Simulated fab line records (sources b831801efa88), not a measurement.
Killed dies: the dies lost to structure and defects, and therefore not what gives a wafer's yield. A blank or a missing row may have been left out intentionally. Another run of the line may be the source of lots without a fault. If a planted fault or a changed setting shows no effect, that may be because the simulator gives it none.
Comparing a struck lot with a sound one -- flow sky130 -- 15 out of 708 route steps
Sound: wafers L762.1, L762.2, L762.6. Struck: wafer L774.2 (left out: L774.1, L774.6 of the same lot, which were not struck); the cause appears at the end.
At each step with rows: each side's tool, then ch and its chambers, then its first start. Under that, the readings that differ: sound wafers -- struck wafers -- difference of the means -- sigmas: that difference in standard deviations of wafers without a fault.
alike: readings whose means differ by less than 2 such deviations, and words and numbers that are the same on both sides. not compared: withheld readings, readings that some wafer has no value for, bounds like >300 that may hide the same value, and numbers for which the record gives no deviation and whose values overlap.
The two part at a step that has a row with sigmas, a row that says differs or no value, or rows on one side only. Numbers that have no deviation but don't overlap get no sigmas and don't part them. Lack of a reading on every wafer of one side parts them only where that side has two or more wafers.

SKY_METAL2_STRIP_20: strips in O2/N2.
  sound on plasma-asher-01 ch 0,1, day 36 02:46; struck on plasma-asher-03 ch 0, day 39 07:56
  alike: drypump-motor-current-A, oes-product-au, strip-time-to-endpoint-s
  not compared: rf-hours-counter-h
then, 4 steps without rows for these wafers: SKY_METAL2_STRIP_21 (strips in post etch residue remover, time 1200 s); SKY_METAL2_CLEAN_22 (cleans in IPA, time 180 s); SKY_METAL2_CLEAN_23 (cleans in O3/DIW); SKY_VIA2_HDPCVD_00 (deposits SiO2, target thk 1180 nm, time 196.7 s).
SKY_VIA2_THK_MEAS_01:
  sound on film-metro-01, day 36 03:29; struck on film-metro-03, day 39 08:42
  alike: VIA2_HDPCVD_THK
SKY_VIA2_CMP_02: polishes SiO2.
  sound on cmp-01 ch 0,2,3, day 36 03:34; struck on cmp-01 ch 0, day 39 08:49
  alike: head-pressure-psi, motor-current-A
SKY_VIA2_BOW_MEAS_03:
  sound on film-metro-01, day 36 03:52; struck on film-metro-02, day 39 09:04
  alike: VIA2_BOW
then, 4 steps without rows for these wafers: SKY_VIA2_DEHYDRATE_04 (time 60 s); SKY_VIA2_HMDS_05 (prime time 60 s); SKY_VIA2_COAT_06 (resist thk 60 nm); SKY_VIA2_COAT_07 (resist thk 450 nm).
SKY_VIA2_SOFTBAKE_08: time 90 s.
  sound on litho-track-01 ch 0, day 36 16:00; struck on litho-track-02 ch 0, day 39 21:00
reading,sound,struck,difference,sigmas
heater-power-total-W (W),57.19 57.26 57.45,59.56,+2.26,+19
run-length-s (s),119.38 119.20 119.15,110.60,-8.64,-31
then, 1 step without rows for these wafers: SKY_VIA2_EXPOSE_09 (exposes mask VIM2, target cd 200 nm).
-- the record jumps here: 9 days lie between the struck wafers' starts before and after (it left off in module VIA2 and takes up again in module PAD_OPEN, whose first step shown is number 708 of the route) --
SKY_PAD_OPEN_PROBE_99:
  sound on prober-02, day 46 13:17; struck on prober-01, day 49 02:07
reading,sound,struck,difference,sigmas
killed_at_M0_to_M3,55 40 37,28,-16,-2
sort_bin_3_pad_short (%),1.4 1.8 0.6,0,-1,-3
  alike: defect-limited-yield, killed_at_M4_up, killed-at-contacts, killed-at-front-end, killed-at-other, killed-dies, killed-on-rim, killed-open, killed-short, sort_bin_5_function, sort_bin_6_memory, sort-n-pass, sort-yield-pct

## WHERE THEY PART
Earliest at SKY_VIA2_SOFTBAKE_08; latest, in this record, at SKY_PAD_OPEN_PROBE_99.

WHY: whatever the simulator had introduced
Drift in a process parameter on litho-track-02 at SKY_VIA2_SOFTBAKE_08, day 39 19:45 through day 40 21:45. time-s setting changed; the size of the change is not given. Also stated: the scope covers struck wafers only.
